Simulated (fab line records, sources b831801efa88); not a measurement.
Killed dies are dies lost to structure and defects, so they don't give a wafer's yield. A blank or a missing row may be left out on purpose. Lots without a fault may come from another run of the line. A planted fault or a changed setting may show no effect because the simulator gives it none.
Problem report in the 8D (eight disciplines) form, filled by code | flow gf180mcu | the parts of the form that need people (team, actions taken, sign-off) are left out

1. THE PROBLEM
strip_time_to_endpoint_s at GF_LVPWELL_STRIP_10 reads a mean of 23.61 s on 4 wafers of 2 lots; wafers without a fault read 37.02 s with a standard deviation of 0.12. That is -99 or more standard deviations from the usual mean.
The step: strips in O2/N2.
First seen on wafer L750.3, day 6 22:31, on plasma_asher-02. The record holds 42 wafers of 14 lots with a number at this step. Rule for "out", or "out of limits": more than 4 standard deviations from the usual mean. The other wafers with a number count as sound.

2. WHAT IT IS AND WHAT IT IS NOT
question                    | is                               | is not
which readings at this step | strip_time_to_endpoint_s         | drypump_motor_current_A, heater_power_w, n2_flow_sccm, o2_flow_sccm, platen_temp_c
which lots                  | L750, L751                       | L737, L738, L739, L740, L741, L742, L747, L752, L755, L756, L757, L760
which wafers of those lots  | L750.3, L750.4, L750.5, L751.4   | L751.2, L751.6
read on which tools         | plasma_asher-02, plasma_asher-04 | plasma_asher-03
when                        | from day 6 22:31                 | up to then (21 sound wafers); but 17 sound wafers of L751, L752, L755, L756, L757, L760 came after

3. SUSPECTS, AND WHAT RULES EACH OUT
Counting: a tool at a process step up to the reading stays a suspect if it ran every lot that is out. Sound lots after the first of them don't rule it out here, since some wafers of a struck lot are sound.
- plasma_asher-03 at GF_STI_STRIP_15 (strips in O2/N2): kept. It ran every lot that is out, first L750 (day 4 21:23); its last sound lot up to then is L747 (day 4 04:53).
- litho_track-03 at GF_LVPWELL_COAT_02 (resist thk 3000 nm): kept. It ran every lot that is out, first L750 (day 6 14:28); its last sound lot up to then is L741 (day 4 10:16).
Left after counting: plasma_asher-03 at GF_STI_STRIP_15, litho_track-03 at GF_LVPWELL_COAT_02.

4. THE CAUSE (what the simulator had put in)
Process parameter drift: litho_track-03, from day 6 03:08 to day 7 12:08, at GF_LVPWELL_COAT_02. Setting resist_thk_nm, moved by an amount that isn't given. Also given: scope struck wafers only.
Counting left 2 suspects, and this tool is among them.

5. THE CHAIN OF EFFECTS, in route order
Each row: a reading whose mean over the struck wafers that have a number lies more than 3 standard deviations from the usual. Only readings for which the record gives a usual standard deviation are gone through. hours: the time from each lot's start at the first step in this table that gives one to its start at this step, as a median over the lots. sigmas: the change in usual standard deviations.
hours | step                | reading                  | usual   | on struck wafers | change | sigmas
0     | GF_LVPWELL_STRIP_10 | strip_time_to_endpoint_s | 37.02 s | 23.61            | -13.41 | -99 or more
The process steps in it:
- GF_LVPWELL_STRIP_10: strips in O2/N2.

6. WHAT WOULD HAVE CAUGHT IT SOONER
In this record the first reading out of limits was taken at day 6 22:31, 19 hours after the fault began at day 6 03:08.
Of the tool readings at GF_LVPWELL_COAT_02 for which the record gives a usual standard deviation, none was out on any struck wafer, so an alarm limit of 4 standard deviations on them would not have fired.
All the lots that are out (2) had begun GF_LVPWELL_COAT_02 on litho_track-03 by day 6 22:31. A hold on the tool at that time would have spared none of them.
